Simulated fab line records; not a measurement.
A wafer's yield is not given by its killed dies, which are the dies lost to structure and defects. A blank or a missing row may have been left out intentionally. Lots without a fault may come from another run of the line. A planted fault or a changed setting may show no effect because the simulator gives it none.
What tool caused it? :: flow sfqLine :: 6 lots, 18 wafers sampled, at 2 steps of a route of 325

WHAT THE GAUGES SHOWED, per wafer
SFQ_L0_RS_MEAS_901: measures by four-point-probe.
lot: L716
measured: day 2 03:35
on: filmMetro-04
L0_MONX_KI_RS (ohm/sq): 43.3 43.2 43.2

lot: L718
measured: day 2 13:34
on: filmMetro-03
L0_MONX_KI_RS (ohm/sq): 43.5 43.6 43.3

lot: L720
measured: day 2 23:36
on: filmMetro-01
L0_MONX_KI_RS (ohm/sq): 43.1 43.2 43.5

lot: L723
measured: day 3 14:36
on: filmMetro-03
L0_MONX_KI_RS (ohm/sq): 43.7 43.6 43.5

lot: L731
measured: day 5 06:34
on: filmMetro-03
L0_MONX_KI_RS (ohm/sq): 44.0 43.5 43.9

lot: L734
measured: day 5 21:35
on: filmMetro-03
L0_MONX_KI_RS (ohm/sq): 43.8 43.2 43.5

WHICH TOOL RAN EACH LOT (tool, then ch and the chambers of the sampled wafers, then the start)
lot: L716
SFQ_TRILAYER_L0_DEP_SPUTTER_003: pvdSputter-05, day 2 03:29

lot: L718
SFQ_TRILAYER_L0_DEP_SPUTTER_003: pvdSputter-06, day 2 13:29

lot: L720
SFQ_TRILAYER_L0_DEP_SPUTTER_003: pvdSputter-05, day 2 23:29

lot: L723
SFQ_TRILAYER_L0_DEP_SPUTTER_003: pvdSputter-03, day 3 14:29

lot: L731
SFQ_TRILAYER_L0_DEP_SPUTTER_003: pvdSputter-03, day 5 06:29

lot: L734
SFQ_TRILAYER_L0_DEP_SPUTTER_003: pvdSputter-05, day 5 21:29
- SFQ_TRILAYER_L0_DEP_SPUTTER_003: material MoNx KI, target thk 40 nm, time 100 s.

THE ANSWER, worked out from the rows above alone
Rule: the lots themselves supply what counts as usual. The widest of any qualifying gaps counts: lots, ordered by their means at a reading, are off when they make up no more than a third of the lots, leave a main group of 4 or more, and stand apart from it by 3 or more times the standard deviation of that group's means. A main group is skipped when, at the precision printed for the reading in the tables above, its means are all equal. Also off: a lot with no number at a reading for which 4 or more lots have one. All remaining lots with rows at the step are treated as sound.
Across all readings shown, no lot is off: no conclusion can be drawn from this.

WHAT THE SIMULATOR HAD INSERTED
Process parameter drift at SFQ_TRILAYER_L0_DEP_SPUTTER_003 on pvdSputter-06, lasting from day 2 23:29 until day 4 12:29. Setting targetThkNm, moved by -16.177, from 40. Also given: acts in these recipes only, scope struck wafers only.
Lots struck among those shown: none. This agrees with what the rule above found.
